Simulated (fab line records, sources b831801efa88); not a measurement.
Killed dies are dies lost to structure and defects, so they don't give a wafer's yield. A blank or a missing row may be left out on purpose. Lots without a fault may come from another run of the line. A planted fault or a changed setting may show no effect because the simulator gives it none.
fab line records | flow sky130
record lots=5 wafers=15 last_day=50
route steps=708 shown CAPM@537 METAL3@555 VIA3@573
lots that met no fault: from a run of the same line without faults
start_h: hours from the record's first day to the start of the lot's first wafer shown | wait_h: hours since the lot's step before | " the same as in the row above | L1.1+2: a row that stands for several wafers | - no value, or no start given | * or withheld: withheld | < > ~ a bound
route shown NAME@n: a module of which the file shows steps, and the number in the route of the first | usual: mean/standard deviation of fault-free wafers | same: alike in all rows | chamber/n: place in a boat | sites: the reading at each site | _std_site: their standard deviation | _edge_site: outer sites' mean less inner sites' | radius_mm: how far each site lies from the wafer's centre | mask NAME#n: copy n | behind: the tool/chamber that last shaped the wafer | hold: why the lot was held/for how many hours/how that ended | device: the transistor (n, p or np) that didn't switch | end of line: the same wafers' tests at the end of the route | a step without rows: its recipe alone | killed: dies lost to structure and defects at the first sort, not the wafer's yield | map: a wafer's dies, x killed, . not, _ none there
set.NAME: the setting as run; set.NAME@STEP: as run at that earlier step | model.NAME: the simulator's own value behind a step, which no gauge read
lots at some steps of the route; a table a step, a row a wafer
services: from which hour (start_h, from the record's first day; less than 0 if before it) a tool's chamber was out of use, for how many hours, and why
## steps
# step SKY_CAPM_CVD_00
# recipe material=SiO2 target_thk_nm=15.5 temp_c=400 time_s=withheld rf_w=450
# usual heater_power_outer_w=382/66 heater_power_w=658/89
# columns lot.wafer tool chamber start_h wait_h heater_power_outer_w heater_power_w
L074.2 pecvd-02 2 884.83 0.0 360 607
L074.4 " 2 " " 363 609
L074.5 " 0 " " 303 564
L080.1 pecvd-02 2 928.50 0.0 363 608
L080.5 " 0 " " 324 594
L080.6 " 2 " " 351 612
L082.1 pecvd-01 1 952.67 0.0 387 716
L082.2 " 2 " " 528 869
L082.5 " 1 " " 379 718
L087.1 pecvd-01 0 985.47 0.0 330 555
L087.2 " 1 " " 430 794
L087.4 " 2 " " 508 829
L089.2 pecvd-03 2 1006.00 0.0 424 746
L089.4 " 2 " " 428 722
L089.5 " 2 " " 420 739
# step SKY_CAPM_THK_MEAS_01
# recipe reads=SiO2_of_CAPM_CVD_00
# usual CAPM_CVD_00_THK=15.56/0.24
# columns lot.wafer tool chamber start_h wait_h CAPM_CVD_00_THK[nm]
L074.2 film_metro-01 - 884.86 - 15.27
L074.4 " - " " 15.66
L074.5 " - " " 16.10
L080.1 film_metro-01 - 928.53 - 15.10
L080.5 " - " " 15.56
L080.6 " - " " 15.15
L082.1 film_metro-03 - 952.70 - 15.35
L082.2 " - " " 15.75
L082.5 " - " " 15.66
L087.1 film_metro-03 - 985.49 - 15.66
L087.2 " - " " 15.51
L087.4 " - " " 16.18
L089.2 film_metro-04 - 1006.04 - 15.29
L089.4 " - " " 15.50
L089.5 " - " " 15.43
# step SKY_CAPM_SPUTTER_02
# recipe material=TiN target_thk_nm=200 temp_c=300 power_w=6500 time_s=166.7 chamber_pressure_pa=0.4
# usual substrate_temp_c=299.97/0.19 throttle_valve_pct=30.2/1
# columns lot.wafer tool chamber start_h wait_h substrate_temp_c throttle_valve_pct
L074.2 pvd_sputter-02 - 884.91 0.0 300.33 28.7
L074.4 " - " " 300.27 30.3
L074.5 " - " " 300.31 28.5
L080.1 pvd_sputter-04 - 928.59 0.1 300.14 30.2
L080.5 " - " " 299.91 28.7
L080.6 " - " " 300.03 30.6
L082.1 pvd_sputter-01 - 952.76 0.1 299.89 31.8
L082.2 " - " " 299.78 31.2
L082.5 " - " " 299.96 31.3
L087.1 pvd_sputter-01 - 985.55 0.1 299.87 31.8
L087.2 " - " " 299.75 31.1
L087.4 " - " " 299.95 31.0
L089.2 pvd_sputter-02 - 1006.09 0.0 299.98 30.6
L089.4 " - " " 299.64 29.8
L089.5 " - " " 299.63 29.6
# step SKY_CAPM_RS_MEAS_03
# recipe thk_meas_gauge=four-point-probe reads=TiN_of_CAPM_SPUTTER_02
# usual CAPM_TIN_RS=6.88/0.098
# columns lot.wafer tool chamber start_h wait_h CAPM_TIN_RS[ohm/sq]
L074.2 film_metro-03 - 885.04 0.1 6.80
L074.4 " - " " 6.78
L074.5 " - " " 6.80
L080.1 film_metro-03 - 928.70 0.1 6.86
L080.5 " - " " 6.84
L080.6 " - " " 6.92
L082.1 film_metro-01 - 952.87 0.1 6.81
L082.2 " - " " 6.83
L082.5 " - " " 6.86
L087.1 film_metro-01 - 985.66 0.1 6.81
L087.2 " - " " 6.90
L087.4 " - " " 6.88
L089.2 film_metro-03 - 1006.22 0.1 6.86
L089.4 " - " " 6.96
L089.5 " - " " 6.96
# step SKY_CAPM_THK_MEAS_04
# recipe thk_meas_gauge=xrf reads=TiN_of_CAPM_SPUTTER_02
# usual CAPM_TIN_THK=201/3.1
# columns lot.wafer tool chamber start_h wait_h CAPM_TIN_THK[nm]
L074.2 film_metro-03 - 885.15 0.1 202
L074.4 " - " " 201
L074.5 " - " " 202
L080.1 film_metro-03 - 928.82 0.1 200
L080.5 " - " " 202
L080.6 " - " " 199
L082.1 film_metro-01 - 952.99 0.1 204
L082.2 " - " " 205
L082.5 " - " " 204
L087.1 film_metro-01 - 985.78 0.1 205
L087.2 " - " " 202
L087.4 " - " " 203
L089.2 film_metro-03 - 1006.33 0.1 200
L089.4 " - " " 196
L089.5 " - " " 197
# step SKY_CAPM_DEHYDRATE_05
# recipe temp_c=200 time_s=60
# columns lot.wafer tool chamber start_h wait_h
L074.2+4+5 litho_track-02 0 897.88 12.7
L080.1+5+6 litho_track-04 0 940.63 11.8
L082.1+2+5 litho_track-04 0 964.58 11.6
L087.1+2+4 litho_track-02 0 996.85 11.1
L089.2+4+5 litho_track-04 0 1017.51 11.2
# step SKY_CAPM_HMDS_06
# recipe prime_time_s=60 prime_temp_c=120
# columns lot.wafer tool chamber start_h wait_h
L074.2+4+5 litho_track-02 0 898.03 0.1
L080.1+5+6 litho_track-04 0 940.78 0.1
L082.1+2+5 litho_track-04 0 964.73 0.1
L087.1+2+4 litho_track-02 0 997.00 0.1
L089.2+4+5 litho_track-04 0 1017.66 0.1
# step SKY_CAPM_COAT_07
# recipe resist=NOVOLAK spin_rpm=3000 resist_thk_nm=1140
# columns lot.wafer tool chamber start_h wait_h
L074.2+4+5 litho_track-02 0 898.18 0.1
L080.1+5+6 litho_track-04 0 940.93 0.1
L082.1+2+5 litho_track-04 0 964.88 0.1
L087.1+2+4 litho_track-02 0 997.15 0.1
L089.2+4+5 litho_track-04 0 1017.81 0.1
# step SKY_CAPM_SOFTBAKE_08
# recipe temp_c=90 time_s=60 resist=NOVOLAK
# columns lot.wafer tool chamber start_h wait_h
L074.2+4+5 litho_track-02 0 898.33 0.1
L080.1+5+6 litho_track-04 0 941.08 0.1
L082.1+2+5 litho_track-04 0 965.03 0.1
L087.1+2+4 litho_track-02 0 997.30 0.1
L089.2+4+5 litho_track-04 0 1017.96 0.1
# step SKY_CAPM_EXPOSE_09
# recipe mask_id=CAPM na=0.6 source_shape=conventional sigma_outer=0.6 polarization=unpolarized target_cd_nm=1000 dose_mj=159
# usual reticle_temp_C=23.02/0.095
# same na=0.6 sigma_outer=0.6
# columns lot.wafer tool chamber start_h wait_h mask reticle_temp_C
L074.2 iline_stepper-01 0 - - CAPM#0 22.93
L074.4 " 0 " " CAPM#0 22.92
L074.5 " 0 " " CAPM#0 23.07
L080.1 iline_stepper-01 0 - - CAPM#0 22.99
L080.5 " 0 " " CAPM#0 22.97
L080.6 " 0 " " CAPM#0 23.21
L082.1 iline_stepper-01 0 - - CAPM#0 22.99
L082.2 " 0 " " CAPM#0 23.18
L082.5 " 0 " " CAPM#0 23.12
L087.1 iline_stepper-02 0 - - CAPM#0 23.20
L087.2 " 0 " " CAPM#0 23.15
L087.4 " 0 " " CAPM#0 23.19
L089.2 iline_stepper-01 0 - - CAPM#0 23.05
L089.4 " 0 " " CAPM#0 22.96
L089.5 " 0 " " CAPM#0 23.13
# step SKY_CAPM_PEB_10
# recipe temp_c=withheld time_s=* resist=NOVOLAK
# columns lot.wafer tool chamber start_h wait_h
L074.2+4+5 litho_track-01 0 - -
L080.1+5+6 litho_track-04 0 - -
L082.1+2+5 litho_track-04 0 - -
L087.1+2+4 litho_track-01 0 - -
L089.2+4+5 litho_track-01 0 - -
# step SKY_CAPM_DEVELOP_11
# recipe resist=NOVOLAK developer=TMAH develop_time_s=60 dev_temp_c=23
# usual developer_temp_C=22.95/0.1
# columns lot.wafer tool chamber start_h wait_h developer_temp_C
L074.2 litho_track-01 0 910.57 0.1 23.01
L074.4 " 0 " " 22.96
L074.5 " 0 " " 22.96
L080.1 litho_track-04 0 952.78 0.1 22.84
L080.5 " 0 " " 22.86
L080.6 " 0 " " 22.91
L082.1 litho_track-04 0 976.83 0.1 22.82
L082.2 " 0 " " 22.81
L082.5 " 0 " " 22.95
L087.1 litho_track-01 0 1009.00 0.1 22.92
L087.2 " 0 " " 22.89
L087.4 " 0 " " 22.86
L089.2 litho_track-01 0 1029.22 0.1 22.92
L089.4 " 0 " " 22.95
L089.5 " 0 " " 22.90
# step SKY_CAPM_OVL_MEAS_12
# usual CAPM_OVL=0.2/1.6
# columns lot.wafer tool chamber start_h wait_h CAPM_OVL[nm]
L074.2 overlay-01 - 910.70 0.1 -0.4
L074.4 " - " " 0.2
L074.5 " - " " -0.9
L080.1 overlay-01 - 952.93 0.1 -2.5
L080.5 " - " " -3.5
L080.6 " - " " -1.2
L082.1 overlay-02 - 976.98 0.1 1.3
L082.2 " - " " 0.3
L082.5 " - " " 1.4
L087.1 overlay-01 - 1009.15 0.1 0.1
L087.2 " - " " -0.1
L087.4 " - " " -1.0
L089.2 overlay-02 - 1029.35 0.1 0.8
L089.4 " - " " 0.3
L089.5 " - " " -0.5
# step SKY_CAPM_METAL_ETCH_13
# recipe target_depth_nm=220 stop_on=SiO2 chemistry=Cl2/BCl3 target=TiN pressure_mtorr=10 icp_w=900 bias_w=48.5 Cl2_flow_sccm=60 bcl3_flow_sccm=30 time_s=62.9
# usual drypump_motor_current_A=5.6/0.31 he_backside_leak_sccm=3.26/0.29 oes_product_au=0.943/0.0094 throttle_valve_pct=21.899/0.01
# columns lot.wafer tool chamber start_h wait_h drypump_motor_current_A he_backside_leak_sccm oes_product_au rf_hours_counter_h throttle_valve_pct
L074.2 rie_metal-01 1 910.76 0.0 5.3 3.31 0.948 - 21.900
L074.4 " 1 " " 5.3 6.18 0.952 - 21.884
L074.5 " 1 " " 5.3 3.30 0.943 - 21.895
L080.1 rie_metal-01 0 952.97 0.0 6.1 3.07 0.945 1 21.874
L080.5 " 0 " " 6.1 3.08 0.948 - 21.911
L080.6 " 1 " " 5.3 3.13 0.940 - 21.900
L082.1 rie_metal-04 0 977.02 0.0 5.3 3.22 0.955 7 21.889
L082.2 " 1 " " 5.6 3.19 0.952 15 21.870
L082.5 " 0 " " 5.3 3.05 0.941 - 21.892
L087.1 rie_metal-02 0 1009.18 0.0 6.1 3.30 0.946 4 21.899
L087.2 " 1 " " 5.6 3.14 0.938 12 21.887
L087.4 " 1 " " 5.6 3.11 0.949 - 21.900
L089.2 rie_metal-04 1 1029.38 0.0 5.5 3.21 0.949 19 21.915
L089.4 " 0 " " 5.3 3.24 0.939 - 21.909
L089.5 " 1 " " 5.5 3.38 0.940 - 21.902
# step SKY_CAPM_STRIP_14
# recipe chemistry=O2/N2 power_w=1400 pressure_mtorr=1500 platen_temp_c=withheld o2_flow_sccm=3000 n2_flow_sccm=300 overash_fraction=0.5
# usual drypump_motor_current_A=5.7/0.66 n2_flow_sccm=299.9/0.89 oes_product_au=0.710/0.0048 strip_time_to_endpoint_s=12.65/0.046
# same overash_fraction=0.5
# columns lot.wafer tool chamber start_h wait_h drypump_motor_current_A n2_flow_sccm oes_product_au rf_hours_counter_h strip_time_to_endpoint_s
L074.2 plasma_asher-04 0 910.89 0.1 5.9 301.3 0.706 107 12.63
L074.4 " 0 " " 5.9 300.3 0.702 - 12.66
L074.5 " 1 " " 6.5 299.6 0.708 - 12.68
L080.1 plasma_asher-04 0 953.05 0.1 5.9 299.0 0.712 111 12.65
L080.5 " 0 " " 5.9 298.7 0.709 - 12.63
L080.6 " 1 " " 6.5 299.4 0.707 - 12.67
L082.1 plasma_asher-02 0 977.10 0.1 6.2 299.6 0.708 14 12.68
L082.2 " 1 " " 4.7 299.6 0.707 14 12.68
L082.5 " 0 " " 6.2 299.6 0.705 - 12.69
L087.1 plasma_asher-03 1 1009.26 0.1 6.2 298.7 0.713 88 12.63
L087.2 " 0 " " 5.6 299.0 0.714 88 12.63
L087.4 " 0 " " 5.6 298.2 0.714 - 12.63
L089.2 plasma_asher-03 0 1029.46 0.1 5.6 300.2 0.706 90 12.62
L089.4 " 0 " " 5.6 300.9 0.702 - 12.59
L089.5 " 0 " " 5.6 300.2 0.704 - 12.63
# step SKY_CAPM_STRIP_15
# recipe chemistry=post_etch_residue_remover time_s=1200 temp_c=72.5
# columns lot.wafer tool chamber start_h wait_h
L074.2+4+5 wet_bench-02 2 910.99 0.1
L080.1+5+6 wet_bench-04 2 953.15 0.1
L082.1+2+5 wet_bench-02 3 977.20 0.1
L087.1+2+4 wet_bench-01 0 1009.36 0.1
L089.2+4+5 wet_bench-01 0 1029.56 0.1
# step SKY_CAPM_CLEAN_16
# recipe chemistry=IPA time_s=180 temp_c=25
# columns lot.wafer tool chamber start_h wait_h
L074.2+4+5 wet_bench-04 3 911.33 0.0
L080.1+5+6 wet_bench-02 0 953.49 0.0
L082.1+2+5 wet_bench-01 3 977.54 0.0
L087.1+2+4 wet_bench-04 3 1009.70 0.0
L089.2+4+5 wet_bench-02 3 1029.90 0.0
# step SKY_CAPM_CLEAN_17
# recipe chemistry=O3/DIW dry=n2_spin
# columns lot.wafer tool chamber start_h wait_h
L074.2+4+5 wet_bench-01 1 911.39 0.0
L080.1+5+6 wet_bench-04 0 953.55 0.0
L082.1+2+5 wet_bench-02 3 977.60 0.0
L087.1+2+4 wet_bench-01 2 1009.76 0.0
L089.2+4+5 wet_bench-01 0 1029.96 0.0
# step SKY_METAL3_DEHYDRATE_05
# recipe temp_c=200 time_s=60
# columns lot.wafer tool chamber start_h wait_h
L074.2+4+5 litho_track-02 0 923.83 12.3
L080.1+5+6 litho_track-02 0 965.40 11.8
L082.1+2+5 litho_track-03 0 989.46 11.8
L087.1+2+4 litho_track-02 0 1021.25 11.4
L089.2+4+5 litho_track-03 0 1041.59 11.5
# step SKY_METAL3_HMDS_06
# recipe prime_time_s=60 prime_temp_c=120
# columns lot.wafer tool chamber start_h wait_h
L074.2+4+5 litho_track-02 0 923.98 0.1
L080.1+5+6 litho_track-02 0 965.55 0.1
L082.1+2+5 litho_track-03 0 989.61 0.1
L087.1+2+4 litho_track-02 0 1021.40 0.1
L089.2+4+5 litho_track-03 0 1041.74 0.1
# step SKY_METAL3_COAT_07
# recipe resist=BARC temp_c=withheld time_s=withheld spin_rpm=3000 resist_thk_nm=60
# columns lot.wafer tool chamber start_h wait_h
L074.2+4+5 litho_track-02 0 924.13 0.1
L080.1+5+6 litho_track-02 0 965.70 0.1
L082.1+2+5 litho_track-03 0 989.76 0.1
L087.1+2+4 litho_track-02 0 1021.55 0.1
L089.2+4+5 litho_track-03 0 1041.89 0.1
# step SKY_METAL3_COAT_08
# recipe resist=KrF-thick spin_rpm=3000 resist_thk_nm=1140
# columns lot.wafer tool chamber start_h wait_h
L074.2+4+5 litho_track-02 0 - -
L080.1+5+6 litho_track-02 0 - -
L082.1+2+5 litho_track-03 0 - -
L087.1+2+4 litho_track-02 0 - -
L089.2+4+5 litho_track-03 0 - -
# step SKY_METAL3_SOFTBAKE_09
# recipe temp_c=100 time_s=90 resist=KrF-thick
# columns lot.wafer tool chamber start_h wait_h
L074.2+4+5 litho_track-02 0 - -
L080.1+5+6 litho_track-02 0 - -
L082.1+2+5 litho_track-03 0 - -
L087.1+2+4 litho_track-02 0 - -
L089.2+4+5 litho_track-03 0 - -
# step SKY_METAL3_EXPOSE_10
# recipe mask_id=MM3 na=0.68 source_shape=annular sigma_inner=0.4 sigma_outer=0.8 target_cd_nm=300 dose_mj=28
# usual reticle_temp_C=22.99/0.1
# same na=0.68 sigma_outer=0.8
# columns lot.wafer tool chamber start_h wait_h mask reticle_temp_C
L074.2 krf_scanner-02 0 - - MM3#0 23.11
L074.4 " 0 " " MM3#0 23.09
L074.5 " 0 " " MM3#0 23.11
L080.1 krf_scanner-01 0 - - MM3#0 22.92
L080.5 " 0 " " MM3#0 23.07
L080.6 " 0 " " MM3#0 23.02
L082.1 krf_scanner-01 0 - - MM3#0 22.85
L082.2 " 0 " " MM3#0 22.85
L082.5 " 0 " " MM3#0 22.95
L087.1 krf_scanner-02 0 - - MM3#0 22.86
L087.2 " 0 " " MM3#0 22.95
L087.4 " 0 " " MM3#0 22.90
L089.2 krf_scanner-01 0 - - MM3#0 23.02
L089.4 " 0 " " MM3#0 23.06
L089.5 " 0 " " MM3#0 22.89
# step SKY_METAL3_PEB_11
# recipe peb_temp_c=withheld peb_time_s=withheld resist=KrF-thick
# columns lot.wafer tool chamber start_h wait_h
L074.2+4+5 litho_track-04 0 - -
L080.1+5+6 litho_track-03 0 - -
L082.1+2+5 litho_track-04 0 - -
L087.1+2+4 litho_track-03 0 - -
L089.2+4+5 litho_track-03 0 - -
# step SKY_METAL3_DEVELOP_12
# recipe develop_time_s=60 resist=KrF-thick dev_temp_c=21
# usual developer_temp_C=21.01/0.11
# columns lot.wafer tool chamber start_h wait_h developer_temp_C
L074.2 litho_track-04 0 - - 21.09
L074.4 " 0 " " 21.11
L074.5 " 0 " " 21.09
L080.1 litho_track-03 0 - - 20.98
L080.5 " 0 " " 20.95
L080.6 " 0 " " 21.04
L082.1 litho_track-04 0 - - 21.08
L082.2 " 0 " " 20.84
L082.5 " 0 " " 21.06
L087.1 litho_track-03 0 - - 20.97
L087.2 " 0 " " 21.03
L087.4 " 0 " " 20.83
L089.2 litho_track-03 0 - - 21.06
L089.4 " 0 " " 21.01
L089.5 " 0 " " 20.97
# step SKY_METAL3_CD_MEAS_13
# recipe target_cd_nm=300
# usual cd_nm=299.2/1.4
# columns lot.wafer tool chamber start_h wait_h cd_nm
L074.2 cd_sem-01 - 937.50 - 298.9
L074.4 " - " " 298.8
L074.5 " - " " 299.3
L080.1 cd_sem-01 - 978.21 - 298.5
L080.5 " - " " 298.8
L080.6 " - " " 299.0
L082.1 cd_sem-01 - 1002.33 - 301.2
L082.2 " - " " 302.0
L082.5 " - " " 301.5
L087.1 cd_sem-01 - 1033.17 - 301.5
L087.2 " - " " 299.7
L087.4 " - " " 300.6
L089.2 cd_sem-01 - 1053.39 - 300.4
L089.4 " - " " 300.1
L089.5 " - " " 302.3
# step SKY_METAL3_OVL_MEAS_14
# usual METAL3_OVL=4/5.1
# columns lot.wafer tool chamber start_h wait_h METAL3_OVL[nm]
L074.2 overlay-01 - 937.61 0.1 4
L074.4 " - " " 7
L074.5 " - " " 1
L080.1 overlay-01 - 978.33 0.1 6
L080.5 " - " " 7
L080.6 " - " " 14
L082.1 overlay-02 - 1002.45 0.1 0
L082.2 " - " " -6
L082.5 " - " " 4
L087.1 overlay-01 - 1033.29 0.1 0
L087.2 " - " " -8
L087.4 " - " " -2
L089.2 overlay-02 - 1053.49 0.1 7
L089.4 " - " " 10
L089.5 " - " " 4
# step SKY_METAL3_DESCUM_15
# recipe chemistry=O2 source_power_w=150 bias_power_w=0 pressure_mtorr=10 temp_c=40 time_s=8
# usual drypump_motor_current_A=5.6/0.36 he_backside_leak_sccm=3.4/0.37 oes_product_au=1.002/0.0066
# columns lot.wafer tool chamber start_h wait_h drypump_motor_current_A he_backside_leak_sccm oes_product_au rf_hours_counter_h
L074.2 rie_metal-04 1 937.64 0.0 5.5 3.2 1.005 13
L074.4 " 0 " " 5.4 3.2 0.998 -
L074.5 " 1 " " 5.5 3.3 1.003 -
L080.1 rie_metal-03 0 978.37 0.0 5.8 3.3 0.998 20
L080.5 " 1 " " 4.6 3.6 1.011 -
L080.6 " 0 " " 5.8 3.3 0.996 -
L082.1 rie_metal-04 1 1002.49 0.0 5.5 3.2 0.993 17
L082.2 " 0 " " 5.3 3.5 0.996 8
L082.5 " 1 " " 5.6 3.2 0.992 -
L087.1 rie_metal-02 1 1033.33 0.0 5.6 3.5 1.005 14
L087.2 " 0 " " 6.1 3.1 1.009 6
L087.4 " 0 " " 6.1 5.4 0.994 -
L089.2 rie_metal-02 1 1053.53 0.0 5.6 3.2 1.002 -
L089.4 " 1 " " 5.6 3.2 1.012 -
L089.5 " 1 " " 5.6 3.2 1.015 -
# step SKY_METAL3_ETCH_16
# recipe chemistry=N2/H2 target=BARC ion_energy_ev=200 bias_w=100 pressure_mtorr=30 n2_flow_sccm=100 h2_flow_sccm=200 icp_w=500 stop_on=SiO2 time_s=88.2 target_depth_a=600
# usual drypump_motor_current_A=5.6/0.37 he_backside_leak_sccm=3.32/0.27 n2_flow_sccm=99.99/0.29 oes_product_au=0.626/0.0045 throttle_valve_pct=13.207/0.0085
# columns lot.wafer tool chamber start_h wait_h drypump_motor_current_A he_backside_leak_sccm n2_flow_sccm oes_product_au rf_hours_counter_h throttle_valve_pct
L074.2 rie_metal-04 1 937.67 0.0 5.5 3.37 100.22 0.624 13 13.193
L074.4 " 0 " " 5.3 3.67 100.06 0.624 - 13.207
L074.5 " 1 " " 5.5 3.27 100.17 0.622 - 13.206
L080.1 rie_metal-03 0 978.40 0.0 5.8 3.41 99.82 0.622 20 13.204
L080.5 " 1 " " 4.7 3.45 99.50 0.625 - 13.195
L080.6 " 0 " " 5.9 3.27 99.93 0.624 - 13.219
L082.1 rie_metal-04 1 1002.53 0.0 5.5 3.22 100.04 0.636 17 13.200
L082.2 " 0 " " 5.3 3.22 100.32 0.632 8 13.206
L082.5 " 1 " " 5.5 3.25 100.12 0.627 - 13.201
L087.1 rie_metal-02 1 1033.36 0.0 5.6 3.33 99.91 0.631 14 13.204
L087.2 " 0 " " 6.1 3.46 100.28 0.630 6 13.201
L087.4 " 0 " " 6.1 3.30 100.30 0.621 - 13.204
L089.2 rie_metal-02 1 1053.62 0.1 5.6 3.09 100.33 0.622 - 13.183
L089.4 " 1 " " 5.6 2.98 100.22 0.627 - 13.208
L089.5 " 1 " " 5.6 3.17 99.85 0.625 - 13.218
# step SKY_METAL3_ETCH_17
# recipe target=SiO2 stop_on=TiN chemistry=C4F8/O2/Ar source_w=1500 bias_w=1200 pressure_mtorr=40 c4f8_flow_sccm=withheld O2_flow_sccm=6 Ar_flow_sccm=300 time_s=3.9 target_depth_a=150
# usual oes_product_au=0.756/0.0073
# columns lot.wafer tool chamber start_h wait_h oes_product_au rf_hours_counter_h
L074.2 rie_diel-03 1 937.77 0.1 0.738 13
L074.4 " 0 " " 0.756 -
L074.5 " 1 " " 0.769 -
L080.1 rie_diel-01 2 978.50 0.1 0.747 8
L080.5 " 1 " " 0.752 -
L080.6 " 0 " " 0.755 -
L082.1 rie_diel-02 0 1002.66 0.1 0.751 15
L082.2 " 3 " " 0.764 14
L082.5 " 3 " " 0.758 -
L087.1 rie_diel-02 3 1033.46 0.1 0.759 16
L087.2 " 2 " " 0.756 14
L087.4 " 1 " " 0.763 8
L089.2 rie_diel-01 1 1053.78 0.1 0.748 2
L089.4 " 3 " " 0.756 18
L089.5 " 3 " " 0.755 -
# step SKY_METAL3_METAL_ETCH_18
# recipe target_depth_a=8450 stop_on=SiO2 over_etch_frac=0.3 time_s=183.1 chemistry=Cl2/BCl3 resist_sidewall_deg=88 pressure_mtorr=10 icp_w=900 bias_w=48.5 Cl2_flow_sccm=60 bcl3_flow_sccm=30
# usual drypump_motor_current_A=5.5/0.48 he_backside_leak_sccm=3.32/0.23 oes_product_au=0.863/0.0062 throttle_valve_pct=22.266/0.0094
# columns lot.wafer tool chamber start_h wait_h drypump_motor_current_A he_backside_leak_sccm oes_product_au rf_hours_counter_h throttle_valve_pct
L074.2 rie_metal-02 1 937.79 0.0 5.6 3.23 0.869 9 22.256
L074.4 " 1 " " 5.6 3.24 0.866 - 22.247
L074.5 " 1 " " 5.6 3.21 0.865 - 22.256
L080.1 rie_metal-02 1 978.52 0.0 5.6 3.21 0.860 10 22.249
L080.5 " 1 " " 5.6 3.16 0.857 - 22.267
L080.6 " 0 " " 6.1 3.12 0.869 - 22.243
L082.1 rie_metal-03 0 1002.68 0.0 5.8 3.34 0.862 22 22.260
L082.2 " 1 " " 4.6 3.57 0.859 18 22.287
L082.5 " 1 " " 4.7 3.67 0.862 - 22.263
L087.1 rie_metal-02 0 1033.48 0.0 6.1 3.12 0.863 6 22.254
L087.2 " 1 " " 5.6 3.36 0.869 14 22.276
L087.4 " 0 " " 6.1 3.02 0.868 - 22.275
L089.2 rie_metal-04 1 1053.80 0.0 5.5 3.37 0.858 21 22.261
L089.4 " 0 " " 5.4 3.43 0.871 - 22.275
L089.5 " 1 " " 5.5 3.36 0.868 - 22.265
# step SKY_METAL3_STRIP_19
# recipe chemistry=O2/N2 power_w=1400 pressure_mtorr=1500 platen_temp_c=withheld o2_flow_sccm=3000 n2_flow_sccm=300 overash_fraction=0.5
# usual drypump_motor_current_A=5.7/0.55 n2_flow_sccm=300.1/0.95 oes_product_au=0.501/0.0052 strip_time_to_endpoint_s=6.52/0.057
# same overash_fraction=0.5
# columns lot.wafer tool chamber start_h wait_h drypump_motor_current_A n2_flow_sccm oes_product_au rf_hours_counter_h strip_time_to_endpoint_s
L074.2 plasma_asher-02 1 937.96 0.1 4.7 300.1 0.499 9 6.50
L074.4 " 1 " " 4.7 299.2 0.509 - 6.50
L074.5 " 0 " " 6.2 302.0 0.499 - 6.49
L080.1 plasma_asher-03 0 978.70 0.1 5.6 298.7 0.503 85 6.50
L080.5 " 0 " " 5.6 299.1 0.491 - 6.46
L080.6 " 1 " " 6.3 300.5 0.496 - 6.51
L082.1 plasma_asher-01 1 1002.86 0.1 6.2 299.0 0.505 60 6.52
L082.2 " 0 " " 5.4 301.4 0.497 60 6.50
L082.5 " 0 " " 5.4 301.0 0.501 - 6.52
L087.1 plasma_asher-03 1 1033.65 0.1 6.3 301.8 0.499 90 6.48
L087.2 " 0 " " 5.6 299.1 0.507 90 6.52
L087.4 " 1 " " 6.3 302.0 0.501 - 6.49
L089.2 plasma_asher-02 1 1053.98 0.1 4.7 300.7 0.500 20 6.52
L089.4 " 1 " " 4.7 300.2 0.502 - 6.54
L089.5 " 0 " " 6.2 300.1 0.511 - 6.61
# step SKY_METAL3_STRIP_20
# recipe chemistry=post_etch_residue_remover time_s=1200 temp_c=72.5
# columns lot.wafer tool chamber start_h wait_h
L074.2+4+5 wet_bench-03 2 938.06 0.1
L080.1+5+6 wet_bench-01 0 978.80 0.1
L082.1+2+5 wet_bench-02 2 1002.96 0.1
L087.1+2+4 wet_bench-02 3 1033.75 0.1
L089.2+4+5 wet_bench-03 2 1054.08 0.1
# step SKY_METAL3_CLEAN_21
# recipe chemistry=IPA time_s=180 temp_c=25
# columns lot.wafer tool chamber start_h wait_h
L074.2+4+5 wet_bench-01 0 938.41 0.0
L080.1+5+6 wet_bench-02 3 979.14 0.0
L082.1+2+5 wet_bench-03 2 1003.33 0.0
L087.1+2+4 wet_bench-02 0 1034.13 0.0
L089.2+4+5 wet_bench-02 2 1054.45 0.0
# step SKY_METAL3_CLEAN_22
# recipe chemistry=O3/DIW dry=n2_spin
# columns lot.wafer tool chamber start_h wait_h
L074.2+4+5 wet_bench-02 1 938.46 0.0
L080.1+5+6 wet_bench-03 3 979.20 0.0
L082.1+2+5 wet_bench-02 1 1003.39 0.0
L087.1+2+4 wet_bench-03 3 1034.19 0.0
L089.2+4+5 wet_bench-01 2 1054.51 0.0
# step SKY_VIA3_HDPCVD_00
# recipe material=SiO2 target_thk_nm=1635 sigma_open_frac=0.3 time_s=272.5 temp_c=400 sih4_flow_sccm=60 pressure_mtorr=6
# columns lot.wafer tool chamber start_h wait_h
L074.2+4+5 hdpcvd-02 2,2,1 938.56 0.0
L080.1+5+6 hdpcvd-02 0,0,1 979.29 0.0
L082.1+2+5 hdpcvd-02 1,0,1 1003.49 0.0
L087.1+2+4 hdpcvd-02 2,0,2 1034.30 0.0
L089.2+4+5 hdpcvd-01 0,0,2 1054.61 0.0
# step SKY_VIA3_THK_MEAS_01
# recipe reads=SiO2_of_VIA3_HDPCVD_00
# usual VIA3_HDPCVD_THK=1636/12
# columns lot.wafer tool chamber start_h wait_h VIA3_HDPCVD_THK[nm]
L074.2 film_metro-03 - 938.73 0.1 1620
L074.4 " - " " 1621
L074.5 " - " " 1619
L080.1 film_metro-03 - 979.46 0.1 1644
L080.5 " - " " 1662
L080.6 " - " " 1636
L082.1 film_metro-02 - 1003.66 0.1 1641
L082.2 " - " " 1651
L082.5 " - " " 1654
L087.1 film_metro-03 - 1034.47 0.1 1645
L087.2 " - " " 1642
L087.4 " - " " 1640
L089.2 film_metro-03 - 1054.79 0.1 1632
L089.4 " - " " 1630
L089.5 " - " " 1633
## services
# columns tool chamber start_h hours kind
krf_scanner-01 - 867.26 1.3 pm
plasma_asher-02 - 874.53 15.6 pm
iline_stepper-01 - 876.39 4.7 repair
hdpcvd-02 0 888.48 14.6 repair
plasma_asher-02 - 917.56 2.8 pm
rie_metal-02 0 925.63 8.6 repair
krf_scanner-01 - 933.86 0.8 pm
krf_scanner-01 - 942.19 0.8 repair
krf_scanner-01 - 956.16 0.5 repair
plasma_asher-03 - 967.43 0.3 repair
rie_metal-03 1 979.39 12.3 repair
krf_scanner-01 - 980.56 6.7 repair
krf_scanner-01 - 987.24 1.0 pm
plasma_asher-02 - 1006.25 8.9 pm
rie_metal-04 0 1008.53 18.8 repair
hdpcvd-02 2 1016.83 7.6 repair
krf_scanner-01 - 1019.08 2.5 repair
iline_stepper-01 - 1034.07 1.7 pm
krf_scanner-01 - 1035.77 0.3 repair
plasma_asher-02 - 1040.53 3.1 repair
hdpcvd-02 - 1041.15 0.3 repair
krf_scanner-01 - 1043.16 1.3 pm
rie_metal-02 0 1052.98 8.8 repair
rie_metal-03 - 1053.67 0.7 repair
## key
fault none
